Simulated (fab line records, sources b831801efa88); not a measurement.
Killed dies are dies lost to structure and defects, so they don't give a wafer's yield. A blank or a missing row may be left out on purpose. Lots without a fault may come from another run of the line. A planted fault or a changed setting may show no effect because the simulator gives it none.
fab line records | flow sky130 | part 1 of 2: steps 1 to 28 of 38
record lots=5 wafers=15 last_day=50
route steps=708 shown VIA3@596 METAL4@598 CAP2M@603
lots that met no fault: from a run of the same line without faults
start_h: hours from the record's first day to the start of the lot's first wafer shown | wait_h: hours since the lot's step before | " the same as in the row above | L1.1+2: a row that stands for several wafers | - no value, or no start given | * or withheld: withheld | < > ~ a bound
route shown NAME@n: a module of which the file shows steps, and the number in the route of the first | usual: mean/standard deviation of fault-free wafers | same: alike in all rows | chamber/n: place in a boat | sites: the reading at each site | _std_site: their standard deviation | _edge_site: outer sites' mean less inner sites' | radius_mm: how far each site lies from the wafer's centre | mask NAME#n: copy n | behind: the tool/chamber that last shaped the wafer | hold: why the lot was held/for how many hours/how that ended | device: the transistor (n, p or np) that didn't switch | end of line: the same wafers' tests at the end of the route | a step without rows: its recipe alone | killed: dies lost to structure and defects at the first sort, not the wafer's yield | map: a wafer's dies, x killed, . not, _ none there
set.NAME: the setting as run; set.NAME@STEP: as run at that earlier step | model.NAME: the simulator's own value behind a step, which no gauge read
lots at some steps of the route; a table a step, a row a wafer
services: from which hour (start_h, from the record's first day; less than 0 if before it) a tool's chamber was out of use, for how many hours, and why
## steps
# step SKY_VIA3_THK_MEAS_23
# recipe thk_meas_gauge=xrf reads=W_of_VIA3_CVD_21
# usual VIA3_W_THK=396/5.6
# columns lot.wafer tool chamber start_h wait_h VIA3_W_THK[nm]
L082.1 film_metro-02 - 996.93 0.1 390
L082.4 " - " " 392
L082.5 " - " " 387
L083.1 film_metro-01 - 1004.41 0.1 407
L083.2 " - " " 404
L083.6 " - " " 406
L085.1 film_metro-02 - 1014.01 0.1 396
L085.3 " - " " 397
L085.4 " - " " 397
L088.2 film_metro-01 - 1034.09 0.1 388
L088.3 " - " " 395
L088.5 " - " " 392
L093.2 film_metro-02 - 1065.24 0.1 393
L093.4 " - " " 402
L093.5 " - " " 405
# step SKY_VIA3_CMP_24
# recipe stop_on=SiO2 t_overpolish_s=20 down_force_psi=3.5 platen_rpm=60 target_thk_nm=0 pad_velocity_m_s=0.94248
# usual motor_current_A=10.3/1.1 overpolish_run_s=19.999/0.0093 time_to_endpoint_s=96/3.6
# columns lot.wafer tool chamber start_h wait_h motor_current_A overpolish_run_s time_to_endpoint_s
L082.1 cmp-02 3 997.14 0.2 9.6 19.996 98
L082.4 " 0 " " 11.9 20.025 96
L082.5 " 2 " " 8.8 19.990 93
L083.1 cmp-02 0 1004.83 0.4 11.3 20.002 99
L083.2 " 1 " " 11.7 20.003 94
L083.6 " 2 " " 9.2 20.003 93
L085.3 cmp-02 1 1014.34 0.3 11.1 20.009 94
L085.4 " 2 " " 8.7 20.020 92
L085.1 " 3 " " 9.8 20.010 96
L088.2 cmp-02 1 1034.19 0.1 10.7 20.011 96
L088.3 " 2 " " 9.0 20.001 95
L088.5 " 0 " " 11.8 20.002 93
L093.2 cmp-02 3 1065.34 0.1 9.5 19.988 98
L093.4 " 0 " " 11.5 19.997 101
L093.5 " 3 " " 10.6 20.010 102
# step SKY_METAL4_SPUTTER_00
# recipe material=Ti target_thk_nm=15 power_w=3000 time_s=10 chamber_pressure_pa=0.4
# usual throttle_valve_pct=30.0/0.84
# columns lot.wafer tool chamber start_h wait_h throttle_valve_pct
L082.1 pvd_sputter-01 - 997.39 0.2 30.8
L082.4 " - " " 29.8
L082.5 " - " " 30.7
L083.1 pvd_sputter-01 - 1005.03 0.1 29.3
L083.2 " - " " 30.5
L083.6 " - " " 30.7
L085.1 pvd_sputter-01 - 1014.59 0.1 31.6
L085.3 " - " " 29.9
L085.4 " - " " 30.5
L088.2 pvd_sputter-03 - 1034.46 0.2 28.9
L088.3 " - " " 29.2
L088.5 " - " " 29.4
L093.2 pvd_sputter-01 - 1065.59 0.2 29.9
L093.4 " - " " 30.6
L093.5 " - " " 29.6
# step SKY_METAL4_SPUTTER_01
# recipe material=TiN target_thk_nm=20 power_w=6500 time_s=16.7 chamber_pressure_pa=0.4
# usual throttle_valve_pct=30.0/0.85
# columns lot.wafer tool chamber start_h wait_h throttle_valve_pct
L082.1 pvd_sputter-01 - 997.42 0.0 30.8
L082.4 " - " " 29.5
L082.5 " - " " 30.7
L083.1 pvd_sputter-01 - 1005.05 0.0 29.8
L083.2 " - " " 30.9
L083.6 " - " " 30.6
L085.1 pvd_sputter-01 - 1014.61 0.0 31.7
L085.3 " - " " 29.8
L085.4 " - " " 30.6
L088.2 pvd_sputter-03 - 1034.48 0.0 28.8
L088.3 " - " " 29.4
L088.5 " - " " 29.4
L093.2 pvd_sputter-01 - 1065.61 0.0 29.7
L093.4 " - " " 31.0
L093.5 " - " " 29.8
# step SKY_METAL4_SPUTTER_02
# recipe material=AlCu target_thk_nm=735 power_w=10600 time_s=39.1 chamber_pressure_pa=0.4
# usual throttle_valve_pct=30.0/0.85
# columns lot.wafer tool chamber start_h wait_h throttle_valve_pct
L082.1 pvd_sputter-01 - 997.44 0.0 31.0
L082.4 " - " " 29.7
L082.5 " - " " 30.6
L083.1 pvd_sputter-01 - 1005.08 0.0 29.7
L083.2 " - " " 30.8
L083.6 " - " " 30.8
L085.1 pvd_sputter-01 - 1014.63 0.0 31.4
L085.3 " - " " 29.9
L085.4 " - " " 30.7
L088.2 pvd_sputter-03 - 1034.51 0.0 29.0
L088.3 " - " " 29.3
L088.5 " - " " 29.1
L093.2 pvd_sputter-01 - 1065.64 0.0 29.6
L093.4 " - " " 30.9
L093.5 " - " " 29.5
# step SKY_METAL4_SPUTTER_03
# recipe material=Ti target_thk_nm=5 power_w=3000 time_s=3.3 chamber_pressure_pa=0.4
# usual throttle_valve_pct=30.0/0.86
# columns lot.wafer tool chamber start_h wait_h throttle_valve_pct
L082.1 pvd_sputter-01 - 997.48 0.0 30.4
L082.4 " - " " 30.0
L082.5 " - " " 30.6
L083.1 pvd_sputter-01 - 1005.12 0.0 29.6
L083.2 " - " " 30.9
L083.6 " - " " 30.8
L085.1 pvd_sputter-01 - 1014.67 0.0 31.7
L085.3 " - " " 29.7
L085.4 " - " " 30.8
L088.2 pvd_sputter-03 - 1034.55 0.0 29.0
L088.3 " - " " 29.4
L088.5 " - " " 29.2
L093.2 pvd_sputter-01 - 1065.67 0.0 29.6
L093.4 " - " " 30.8
L093.5 " - " " 29.7
# step SKY_METAL4_SPUTTER_04
# recipe material=TiN target_thk_nm=70 power_w=6500 time_s=58.3 chamber_pressure_pa=0.4
# usual throttle_valve_pct=30.0/0.88
# columns lot.wafer tool chamber start_h wait_h throttle_valve_pct
L082.1 pvd_sputter-01 - 997.50 0.0 30.9
L082.4 " - " " 29.7
L082.5 " - " " 30.9
L083.1 pvd_sputter-01 - 1005.14 0.0 29.8
L083.2 " - " " 31.0
L083.6 " - " " 30.9
L085.1 pvd_sputter-01 - 1014.69 0.0 31.4
L085.3 " - " " 29.6
L085.4 " - " " 30.8
L088.2 pvd_sputter-03 - 1034.57 0.0 29.0
L088.3 " - " " 29.4
L088.5 " - " " 29.5
L093.2 pvd_sputter-01 - 1065.69 0.0 29.8
L093.4 " - " " 30.5
L093.5 " - " " 29.7
# step SKY_CAP2M_CVD_00
# recipe material=SiO2 target_thk_nm=15.5 temp_c=400 time_s=withheld rf_w=450
# usual heater_power_w=740/78
# columns lot.wafer tool chamber start_h wait_h heater_power_w
L082.1 pecvd-02 0 997.55 0.0 674
L082.4 " 0 " " 650
L082.5 " 1 " " 770
L083.1 pecvd-03 0 1005.19 0.0 806
L083.2 " 2 " " 669
L083.6 " 2 " " 658
L085.1 pecvd-02 0 1014.74 0.0 701
L085.3 " 2 " " 729
L085.4 " 2 " " 743
L088.2 pecvd-02 2 1034.62 0.0 821
L088.3 " 0 " " 692
L088.5 " 1 " " 711
L093.2 pecvd-01 2 1065.74 0.0 786
L093.4 " 2 " " 789
L093.5 " 0 " " 790
# step SKY_CAP2M_THK_MEAS_01
# recipe reads=SiO2_of_CAP2M_CVD_00
# usual CAP2M_CVD_00_THK=15.43/0.25
# columns lot.wafer tool chamber start_h wait_h CAP2M_CVD_00_THK[nm]
L082.1 film_metro-04 - 997.57 - 15.30
L082.4 " - " " 15.37
L082.5 " - " " 15.54
L083.1 film_metro-02 - 1005.22 - 15.27
L083.2 " - " " 15.25
L083.6 " - " " 15.61
L085.1 film_metro-03 - 1014.76 - 15.15
L085.3 " - " " 15.30
L085.4 " - " " 15.86
L088.2 film_metro-02 - 1034.65 - 15.38
L088.3 " - " " 15.05
L088.5 " - " " 15.62
L093.2 film_metro-04 - 1065.77 - 15.81
L093.4 " - " " 16.21
L093.5 " - " " 15.50
# step SKY_CAP2M_SPUTTER_02
# recipe material=TiN target_thk_nm=200 temp_c=300 power_w=6500 time_s=166.7 chamber_pressure_pa=0.4
# usual substrate_temp_c=299.99/0.19 throttle_valve_pct=29.6/1.2
# columns lot.wafer tool chamber start_h wait_h substrate_temp_c throttle_valve_pct
L082.1 pvd_sputter-03 - 997.63 0.1 299.86 29.1
L082.4 " - " " 299.99 29.8
L082.5 " - " " 299.90 29.5
L083.1 pvd_sputter-03 - 1005.28 0.1 299.89 29.4
L083.2 " - " " 300.32 29.3
L083.6 " - " " 299.95 29.0
L085.1 pvd_sputter-04 - 1014.82 0.1 299.98 28.6
L085.3 " - " " 300.05 27.6
L085.4 " - " " 300.01 31.2
L088.2 pvd_sputter-01 - 1034.70 0.0 300.11 29.8
L088.3 " - " " 299.87 30.7
L088.5 " - " " 299.89 30.8
L093.2 pvd_sputter-04 - 1065.82 0.0 300.31 30.0
L093.4 " - " " 300.22 30.7
L093.5 " - " " 300.07 27.6
# step SKY_CAP2M_RS_MEAS_03
# recipe thk_meas_gauge=four-point-probe reads=TiN_of_CAP2M_SPUTTER_02
# usual CAP2M_TIN_RS=6.92/0.076
# columns lot.wafer tool chamber start_h wait_h CAP2M_TIN_RS[ohm/sq]
L082.1 film_metro-02 - 997.74 0.1 7.00
L082.4 " - " " 6.91
L082.5 " - " " 6.90
L083.1 film_metro-04 - 1005.39 0.1 7.02
L083.2 " - " " 6.99
L083.6 " - " " 6.89
L085.1 film_metro-04 - 1014.93 0.1 6.95
L085.3 " - " " 6.92
L085.4 " - " " 6.93
L088.2 film_metro-02 - 1034.83 0.1 6.86
L088.3 " - " " 6.86
L088.5 " - " " 6.88
L093.2 film_metro-03 - 1065.95 0.1 6.84
L093.4 " - " " 6.85
L093.5 " - " " 6.96
# step SKY_CAP2M_THK_MEAS_04
# recipe thk_meas_gauge=xrf reads=TiN_of_CAP2M_SPUTTER_02
# usual CAP2M_TIN_THK=200.5/2.2
# columns lot.wafer tool chamber start_h wait_h CAP2M_TIN_THK[nm]
L082.1 film_metro-02 - 997.86 0.1 198.9
L082.4 " - " " 201.1
L082.5 " - " " 201.4
L083.1 film_metro-04 - 1005.51 0.1 197.8
L083.2 " - " " 200.4
L083.6 " - " " 203.2
L085.1 film_metro-04 - 1015.05 0.1 200.9
L085.3 " - " " 201.2
L085.4 " - " " 200.9
L088.2 film_metro-02 - 1034.94 0.1 203.9
L088.3 " - " " 201.8
L088.5 " - " " 202.4
L093.2 film_metro-03 - 1066.06 0.1 200.9
L093.4 " - " " 201.8
L093.5 " - " " 199.1
# step SKY_CAP2M_DEHYDRATE_05
# recipe temp_c=200 time_s=60
# usual plate_temp_C=200.00/0.18
# columns lot.wafer tool chamber start_h wait_h plate_temp_C
L082.1 litho_track-03 0 1008.77 10.9 200.22
L082.4 " 0 " " 200.14
L082.5 " 0 " " 200.09
L083.1 litho_track-02 0 1016.36 10.8 199.97
L083.2 " 0 " " 200.01
L083.6 " 0 " " 200.00
L085.1 litho_track-03 0 1026.37 11.3 199.82
L085.3 " 0 " " 200.04
L085.4 " 0 " " 199.95
L088.2 litho_track-02 0 1045.13 10.2 200.26
L088.3 " 0 " " 200.08
L088.5 " 0 " " 200.02
L093.2 litho_track-03 0 1076.15 10.1 199.87
L093.4 " 0 " " 199.93
L093.5 " 0 " " 199.69
# step SKY_CAP2M_HMDS_06
# recipe prime_time_s=60 prime_temp_c=120
# columns lot.wafer tool chamber start_h wait_h
L082.1+4+5 litho_track-03 0 1008.92 0.1
L083.1+2+6 litho_track-02 0 1016.51 0.1
L085.1+3+4 litho_track-03 0 1026.52 0.1
L088.2+3+5 litho_track-02 0 1045.28 0.1
L093.2+4+5 litho_track-03 0 1076.30 0.1
# step SKY_CAP2M_COAT_07
# recipe resist=NOVOLAK spin_rpm=3000 resist_thk_nm=1140
# usual dispense_pressure_kPa=49/3.3
# columns lot.wafer tool chamber start_h wait_h dispense_pressure_kPa
L082.1 litho_track-03 0 1009.07 0.1 52
L082.4 " 0 " " 52
L082.5 " 0 " " 52
L083.1 litho_track-02 0 1016.66 0.1 48
L083.2 " 0 " " 48
L083.6 " 0 " " 48
L085.1 litho_track-03 0 1026.67 0.1 52
L085.3 " 0 " " 52
L085.4 " 0 " " 52
L088.2 litho_track-02 0 1045.43 0.1 48
L088.3 " 0 " " 48
L088.5 " 0 " " 48
L093.2 litho_track-03 0 1076.45 0.1 52
L093.4 " 0 " " 52
L093.5 " 0 " " 52
# step SKY_CAP2M_SOFTBAKE_08
# recipe temp_c=90 time_s=60 resist=NOVOLAK
# usual plate_temp_C=90.01/0.12
# columns lot.wafer tool chamber start_h wait_h plate_temp_C
L082.1 litho_track-03 0 1009.22 0.1 90.09
L082.4 " 0 " " 90.08
L082.5 " 0 " " 89.80
L083.1 litho_track-02 0 1016.81 0.1 90.13
L083.2 " 0 " " 89.96
L083.6 " 0 " " 89.96
L085.1 litho_track-03 0 1026.82 0.1 90.19
L085.3 " 0 " " 90.22
L085.4 " 0 " " 90.10
L088.2 litho_track-02 0 1045.58 0.1 89.99
L088.3 " 0 " " 90.16
L088.5 " 0 " " 89.98
L093.2 litho_track-03 0 1076.60 0.1 90.01
L093.4 " 0 " " 89.80
L093.5 " 0 " " 89.88
# step SKY_CAP2M_EXPOSE_09
# recipe mask_id=CAP2M na=0.6 source_shape=conventional sigma_outer=0.6 polarization=unpolarized target_cd_nm=1000 dose_mj=159
# columns lot.wafer tool chamber start_h wait_h mask
L082.1+4+5 iline_stepper-01 0 - - CAP2M#0
L083.1+2+6 iline_stepper-02 0 - - CAP2M#0
L085.1+3+4 iline_stepper-01 0 - - CAP2M#0
L088.2+3+5 iline_stepper-02 0 - - CAP2M#0
L093.2+4+5 iline_stepper-01 0 - - CAP2M#0
# step SKY_CAP2M_PEB_10
# recipe temp_c=withheld time_s=* resist=NOVOLAK
# columns lot.wafer tool chamber start_h wait_h
L082.1+4+5 litho_track-03 0 - -
L083.1+2+6 litho_track-02 0 - -
L085.1+3+4 litho_track-04 0 - -
L088.2+3+5 litho_track-02 0 - -
L093.2+4+5 litho_track-03 0 - -
# step SKY_CAP2M_DEVELOP_11
# recipe resist=NOVOLAK developer=TMAH develop_time_s=60 dev_temp_c=23
# columns lot.wafer tool chamber start_h wait_h
L082.1+4+5 litho_track-03 0 1020.62 0.1
L083.1+2+6 litho_track-02 0 1028.31 0.1
L085.1+3+4 litho_track-04 0 1037.75 0.1
L088.2+3+5 litho_track-02 0 1055.98 0.1
L093.2+4+5 litho_track-03 0 1086.60 0.1
# step SKY_CAP2M_OVL_MEAS_12
# usual CAP2M_OVL=-0.6/1.4
# columns lot.wafer tool chamber start_h wait_h CAP2M_OVL[nm]
L082.1 overlay-01 - 1020.77 0.1 0.7
L082.4 " - " " 2.2
L082.5 " - " " -0.3
L083.1 overlay-01 - 1028.46 0.1 0.6
L083.2 " - " " 2.2
L083.6 " - " " 0.9
L085.1 overlay-01 - 1037.90 0.1 -0.3
L085.3 " - " " -1.3
L085.4 " - " " -1.6
L088.2 overlay-01 - 1056.11 0.1 -0.6
L088.3 " - " " 0.3
L088.5 " - " " -1.2
L093.2 overlay-02 - 1086.73 0.1 -0.1
L093.4 " - " " -0.9
L093.5 " - " " -0.5
# step SKY_CAP2M_METAL_ETCH_13
# recipe target_depth_nm=220 stop_on=SiO2 chemistry=Cl2/BCl3 target=TiN pressure_mtorr=10 icp_w=900 bias_w=48.5 Cl2_flow_sccm=60 bcl3_flow_sccm=30 time_s=62.9
# usual bias_w=48.52/0.15 drypump_motor_current_A=5.3/0.47 oes_product_au=0.941/0.0067 throttle_valve_pct=21.904/0.0093
# columns lot.wafer tool chamber start_h wait_h bias_w drypump_motor_current_A oes_product_au rf_hours_counter_h throttle_valve_pct
L082.1 rie_metal-01 0 1020.81 0.0 48.65 5.2 0.938 16 21.909
L082.4 " 1 " " 48.53 5.4 0.940 - 21.905
L082.5 " 1 " " 48.67 5.4 0.939 - 21.903
L083.1 rie_metal-01 1 1028.49 0.0 48.38 5.3 0.928 10 21.914
L083.2 " 0 " " 48.62 5.2 0.933 17 21.913
L083.6 " 0 " " 48.50 5.2 0.942 - 21.905
L085.1 rie_metal-04 1 1037.94 0.0 48.63 5.1 0.940 15 21.907
L085.3 " 1 " " 48.25 5.1 0.945 - 21.909
L085.4 " 0 " " 48.36 6.3 0.939 - 21.901
L088.2 rie_metal-04 0 1056.14 0.0 48.60 6.2 0.948 20 21.888
L088.3 " 0 " " 48.88 6.2 0.950 - 21.908
L088.5 " 0 " " 48.40 6.3 0.943 - 21.902
L093.2 rie_metal-01 1 1086.76 0.0 48.56 5.4 0.946 15 21.889
L093.4 " 1 " " 48.56 5.4 0.940 - 21.880
L093.5 " 1 " " 48.51 5.4 0.932 - 21.913
# step SKY_CAP2M_STRIP_14
# recipe chemistry=O2/N2 power_w=1400 pressure_mtorr=1500 platen_temp_c=withheld o2_flow_sccm=3000 n2_flow_sccm=300 overash_fraction=0.5
# usual drypump_motor_current_A=5.34/0.27 oes_product_au=0.711/0.0043 strip_time_to_endpoint_s=12.64/0.048
# columns lot.wafer tool chamber start_h wait_h drypump_motor_current_A oes_product_au rf_hours_counter_h strip_time_to_endpoint_s
L082.1 plasma_asher-02 0 1020.89 0.1 5.05 0.714 22 12.58
L082.4 " 1 " " 5.74 0.711 - 12.59
L082.5 " 1 " " 5.77 0.710 - 12.61
L083.1 plasma_asher-03 1 1028.57 0.1 5.24 0.713 91 12.61
L083.2 " 0 " " 5.29 0.708 91 12.64
L083.6 " 1 " " 5.22 0.707 - 12.58
L085.1 plasma_asher-04 1 1038.01 0.1 5.81 0.713 125 12.58
L085.3 " 0 " " 5.12 0.706 - 12.59
L085.4 " 1 " " 5.78 0.709 - 12.55
L088.2 plasma_asher-03 0 1056.22 0.1 5.27 0.714 94 12.66
L088.3 " 1 " " 5.25 0.703 - 12.63
L088.5 " 0 " " 5.28 0.714 - 12.64
L093.2 plasma_asher-02 0 1086.84 0.1 5.02 0.711 29 12.65
L093.4 " 0 " " 5.05 0.702 - 12.65
L093.5 " 1 " " 5.73 0.713 - 12.65
# step SKY_CAP2M_STRIP_15
# recipe chemistry=post_etch_residue_remover time_s=1200 temp_c=72.5
# columns lot.wafer tool chamber start_h wait_h
L082.1+4+5 wet_bench-03 1 1020.99 0.1
L083.1+2+6 wet_bench-04 2 1028.67 0.1
L085.1+3+4 wet_bench-04 0 1038.11 0.1
L088.2+3+5 wet_bench-04 2 1056.32 0.1
L093.2+4+5 wet_bench-03 1 1086.94 0.1
# step SKY_CAP2M_CLEAN_16
# recipe chemistry=IPA time_s=180 temp_c=25
# columns lot.wafer tool chamber start_h wait_h
L082.1+4+5 wet_bench-04 2 1021.36 0.0
L083.1+2+6 wet_bench-02 3 1029.01 0.0
L085.1+3+4 wet_bench-04 2 1038.46 0.0
L088.2+3+5 wet_bench-02 1 1056.66 0.0
L093.2+4+5 wet_bench-02 2 1087.31 0.0
# step SKY_CAP2M_CLEAN_17
# recipe chemistry=O3/DIW dry=n2_spin
# columns lot.wafer tool chamber start_h wait_h
L082.1+4+5 wet_bench-02 1 1021.43 0.0
L083.1+2+6 wet_bench-03 1 1029.07 0.0
L085.1+3+4 wet_bench-04 2 1038.51 0.0
L088.2+3+5 wet_bench-03 3 1056.73 0.0
L093.2+4+5 wet_bench-04 1 1087.38 0.0
# step SKY_METAL4_DEHYDRATE_05
# recipe temp_c=200 time_s=60
# usual plate_temp_C=199.98/0.17
# columns lot.wafer tool chamber start_h wait_h plate_temp_C
L082.1 litho_track-01 0 1032.21 10.7 200.33
L082.4 " 0 " " 200.01
L082.5 " 0 " " 199.94
L083.1 litho_track-03 0 1039.92 10.5 199.76
L083.2 " 0 " " 199.83
L083.6 " 0 " " 199.78
L085.1 litho_track-01 0 1049.41 10.8 199.96
L085.3 " 0 " " 199.96
L085.4 " 0 " " 199.79
L088.2 litho_track-03 0 1066.60 9.8 200.03
L088.3 " 0 " " 200.10
L088.5 " 0 " " 199.92
L093.2 litho_track-01 0 1097.09 9.6 200.10
L093.4 " 0 " " 200.20
L093.5 " 0 " " 199.82
# step SKY_METAL4_HMDS_06
# recipe prime_time_s=60 prime_temp_c=120
# columns lot.wafer tool chamber start_h wait_h
L082.1+4+5 litho_track-01 0 1032.36 0.1
L083.1+2+6 litho_track-03 0 1040.07 0.1
L085.1+3+4 litho_track-01 0 1049.56 0.1
L088.2+3+5 litho_track-03 0 1066.75 0.1
L093.2+4+5 litho_track-01 0 1097.24 0.1
# step SKY_METAL4_COAT_07
# recipe resist=BARC temp_c=withheld time_s=withheld spin_rpm=3000 resist_thk_nm=60
# usual dispense_pressure_kPa=48/3.1
# columns lot.wafer tool chamber start_h wait_h dispense_pressure_kPa
L082.1 litho_track-01 0 1032.51 0.1 48
L082.4 " 0 " " 48
L082.5 " 0 " " 48
L083.1 litho_track-03 0 1040.22 0.1 52
L083.2 " 0 " " 52
L083.6 " 0 " " 52
L085.1 litho_track-01 0 1049.71 0.1 48
L085.3 " 0 " " 48
L085.4 " 0 " " 48
L088.2 litho_track-03 0 1066.90 0.1 52
L088.3 " 0 " " 52
L088.5 " 0 " " 52
L093.2 litho_track-01 0 1097.39 0.1 48
L093.4 " 0 " " 48
L093.5 " 0 " " 48
